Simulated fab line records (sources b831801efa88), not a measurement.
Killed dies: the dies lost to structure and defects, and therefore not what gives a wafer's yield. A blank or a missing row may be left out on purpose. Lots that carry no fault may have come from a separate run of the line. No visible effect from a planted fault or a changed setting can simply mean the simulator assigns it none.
Matching of chambers / flow sky130 / SKY_VIA1_ETCH_14 on rieDiel-02: 4 sister chambers
The step etches BARC in N2/H2, stops on SiO2, time 45.9 s, target depth 60 nm. 8 wafers are shown with their chamber, then 8 later ones without.

WAFERS WITH THEIR CHAMBER
wafer=L084.3; chamber=0; throttleValvePct (%)=13.229; oesProductAu (a.u.)=0.862
wafer=L084.4; chamber=3; throttleValvePct (%)=13.224; oesProductAu (a.u.)=0.863
wafer=L084.5; chamber=2; throttleValvePct (%)=13.218; oesProductAu (a.u.)=0.861
wafer=L084.6; chamber=1; throttleValvePct (%)=13.232; oesProductAu (a.u.)=0.852
wafer=L085.1; chamber=1; throttleValvePct (%)=13.215; oesProductAu (a.u.)=0.862
wafer=L085.2; chamber=0; throttleValvePct (%)=13.229; oesProductAu (a.u.)=0.856
wafer=L085.3; chamber=2; throttleValvePct (%)=13.218; oesProductAu (a.u.)=0.856
wafer=L085.4; chamber=3; throttleValvePct (%)=13.221; oesProductAu (a.u.)=0.862

WAFERS WHOSE CHAMBER IS MISSING
wafer=L085.5; throttleValvePct (%)=13.221; oesProductAu (a.u.)=0.854
wafer=L085.6; throttleValvePct (%)=13.230; oesProductAu (a.u.)=0.864
wafer=L091.1; throttleValvePct (%)=13.232; oesProductAu (a.u.)=0.858
wafer=L091.2; throttleValvePct (%)=13.222; oesProductAu (a.u.)=0.861
wafer=L091.3; throttleValvePct (%)=13.231; oesProductAu (a.u.)=0.856
wafer=L091.4; throttleValvePct (%)=13.223; oesProductAu (a.u.)=0.856
wafer=L091.5; throttleValvePct (%)=13.216; oesProductAu (a.u.)=0.864
wafer=L091.6; throttleValvePct (%)=13.216; oesProductAu (a.u.)=0.863

CHAMBER TAKEN BY EACH
wafer=L085.5; from the rows above=can't be placed: 1 or 2 or 0 or 3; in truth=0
wafer=L085.6; from the rows above=can't be placed: 0 or 3 or 1 or 2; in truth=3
wafer=L091.1; from the rows above=can't be placed: 0 or 1 or 3 or 2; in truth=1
wafer=L091.2; from the rows above=can't be placed: 3 or 2 or 1 or 0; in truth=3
wafer=L091.3; from the rows above=can't be placed: 0 or 1 or 3 or 2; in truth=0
wafer=L091.4; from the rows above=can't be placed: 1 or 2 or 0 or 3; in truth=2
wafer=L091.5; from the rows above=can't be placed: 3 or 2 or 1 or 0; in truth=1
wafer=L091.6; from the rows above=can't be placed: 2 or 3 or 1 or 0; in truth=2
Correct placement for 0 of the 8. Not placeable from these rows: 8 (in 8, the candidates include the true chamber). Number placed wrongly: 0.
How it was worked out, from the rows above alone: a wafer's distance from a chamber is the root of the sum, over the readings, of the square of ((its reading less the chamber's mean) divided by the reading's scatter). The wafer belongs to the nearest chamber; if the next one is less than 2 further off, it can't be placed. A chamber's mean is the mean of its shown wafers. How the scatter is found: for the shown wafers, subtract from each reading the mean of its chamber, square and add these, divide the total by (wafers less chambers), then take the root.
